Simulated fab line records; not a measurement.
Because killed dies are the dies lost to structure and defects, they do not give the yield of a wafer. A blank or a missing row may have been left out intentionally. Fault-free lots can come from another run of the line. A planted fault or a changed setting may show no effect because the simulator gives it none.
Which tool did it? + flow sky130 + 42 wafers from 14 lots sampled at 3 of the route's 708 steps

## WHAT THE GAUGES SHOWED, per wafer
SKY_VT_ADJUST_HVTR_CD_MEAS_07: the cd target is 380 nm. Usual: cdNm 379.9 nm, standard deviation 2.4.
| lot  | measured     | on       | cdNm (nm)         | flag |
|------|--------------|----------|-------------------|------|
| L286 | day 9 19:23  | cdSem-01 | 378.6 376.9 380.3 |      |
| L288 | day 10 01:56 | cdSem-01 | 377.4 379.7 379.5 |      |
| L290 | day 11 01:27 | cdSem-01 | 385.9 385.3 384.6 |      |
| L291 | day 11 08:18 | cdSem-02 | 379.7 379.5 378.1 |      |
| L292 | day 11 10:45 | cdSem-02 | 380.2 378.1 378.7 |      |
| L293 | day 11 15:52 | cdSem-02 | 383.4 381.1 381.0 |      |
| L297 | day 12 21:08 | cdSem-01 | 382.1 379.0 381.2 |      |
| L299 | day 13 21:28 | cdSem-01 | 378.0 376.3 376.6 |      |
| L301 | day 14 07:47 | cdSem-02 | 381.4 378.1 380.3 |      |
| L304 | day 15 04:22 | cdSem-01 | 378.9 380.1 380.8 |      |
| L305 | day 15 13:26 | cdSem-01 | 381.9 381.3 376.9 |      |
| L306 | day 15 13:50 | cdSem-02 | 378.8 376.1 377.2 |      |
| L307 | day 15 23:31 | cdSem-02 | 378.0 377.7 378.3 |      |
| L308 | day 16 10:13 | cdSem-02 | 384.2 378.8 381.3 |      |

SKY_LDD_LDN_OVL_MEAS_07. Usual: LDD_LDN_OVL gives 0.6 nm (standard deviation 1.4).
| lot  | measured     | on         | LDD_LDN_OVL (nm) | flag |
|------|--------------|------------|------------------|------|
| L286 | day 23 01:38 | overlay-02 | 1.7 -0.5 0.2     |      |
| L288 | day 23 08:17 | overlay-01 | 1.6 0.5 0.5      |      |
| L290 | day 25 14:53 | overlay-02 | 0.2 2.4 3.4      |      |
| L291 | day 25 14:14 | overlay-02 | -0.5 0.8 0.6     |      |
| L292 | day 25 15:19 | overlay-02 | 1.3 -0.6 0.5     |      |
| L293 | day 25 16:27 | overlay-02 | 2.2 2.0 3.2      |      |
| L297 | day 26 20:39 | overlay-02 | -1.0 1.0 -1.0    |      |
| L299 | day 28 08:00 | overlay-01 | 1.4 2.4 0.3      |      |
| L301 | day 28 13:55 | overlay-02 | 1.0 -0.9 2.1     |      |
| L304 | day 29 10:51 | overlay-02 | 1.2 -0.6 -0.6    |      |
| L305 | day 29 15:11 | overlay-02 | 1.3 0.5 1.9      |      |
| L306 | day 29 17:14 | overlay-02 | 0.8 0.0 -0.5     |      |
| L307 | day 30 03:59 | overlay-02 | 1.3 -0.4 -0.8    |      |
| L308 | day 30 14:01 | overlay-02 | 0.3 -0.7 -2.2    |      |

## TOOL THAT RAN EACH LOT (tool first, then ch and the chambers of the sampled wafers, then the start)
| lot  | SKY_FIELD_ISO_CMP_27         |
|------|------------------------------|
| L286 | cmp-01 ch 0,3, day 2 16:12   |
| L288 | cmp-02 ch 0,1, day 2 23:24   |
| L290 | cmp-01 ch 0,1,3, day 3 14:38 |
| L291 | cmp-01 ch 0,2,3, day 3 18:30 |
| L292 | cmp-02 ch 0,1,3, day 3 22:56 |
| L293 | cmp-01 ch 0,3, day 4 02:54   |
| L297 | cmp-02 ch 2,3, day 4 22:30   |
| L299 | cmp-02 ch 0,2, day 5 13:16   |
| L301 | cmp-02 ch 0,3, day 5 23:07   |
| L304 | cmp-02 ch 0,2,3, day 6 13:17 |
| L305 | cmp-02 ch 0,1,3, day 6 18:40 |
| L306 | cmp-02 ch 0,1,2, day 6 20:54 |
| L307 | cmp-02 ch 1,3, day 7 02:31   |
| L308 | cmp-01 ch 0,1,2, day 7 09:56 |
- SKY_FIELD_ISO_CMP_27: polishes, stops on Si3N4, t overpolish 16 s, target thk 457.8 nm.

## AS READ BY THE TOOLS THEMSELVES (means over the sampled wafers that have a number; for cases with no such wafer, the mark the record gives instead)
SKY_FIELD_ISO_CMP_27. Usual: motorCurrentA 12.3 A, standard deviation 1.2; overpolishRunS 16.000 s, standard deviation 0.0089; timeToEndpointS 111 s, standard deviation 4.1.
| lot  | tool   | motorCurrentA (A) | overpolishRunS (s) | timeToEndpointS (s) | flag |
|------|--------|-------------------|--------------------|---------------------|------|
| L286 | cmp-01 | 13.4              | 16.001             | 111                 |      |
| L288 | cmp-02 | 12.6              | 16.001             | 121                 |      |
| L290 | cmp-01 | 12.6              | 16.004             | 114                 |      |
| L291 | cmp-01 | 12.3              | 15.998             | 114                 |      |
| L292 | cmp-02 | 12.5              | 16.004             | 116                 |      |
| L293 | cmp-01 | 12.1              | 16.005             | 116                 |      |
| L297 | cmp-02 | 12.3              | 15.996             | 108                 |      |
| L299 | cmp-02 | 13.0              | 16.006             | 112                 |      |
| L301 | cmp-02 | 13.2              | 15.998             | 108                 |      |
| L304 | cmp-02 | 13.0              | 15.999             | 110                 |      |
| L305 | cmp-02 | 12.6              | 15.997             | 105                 |      |
| L306 | cmp-02 | 12.6              | 16.002             | 109                 |      |
| L307 | cmp-02 | 11.7              | 16.007             | 109                 |      |
| L308 | cmp-01 | 11.4              | 15.993             | 115                 |      |

## THE ANSWER, worked out from the rows above alone
Rule: a lot counts as off when the mean over its wafers that have a number is more than 3 standard deviations away from the usual mean. Also off: a lot with no number at a reading for which 4 or more lots have one. The other lots that the step has rows for count as sound. First the gauges in route order, then the tools' own readings, where a lot's mean is used as printed above. The first step at which some lot is off is used, and at that step the reading that is off furthest; a lot without a number counts as furthest.
Across all readings shown, no lot is off: no conclusion can be drawn from this.

## WHAT HAD BEEN PUT IN BY THE SIMULATOR
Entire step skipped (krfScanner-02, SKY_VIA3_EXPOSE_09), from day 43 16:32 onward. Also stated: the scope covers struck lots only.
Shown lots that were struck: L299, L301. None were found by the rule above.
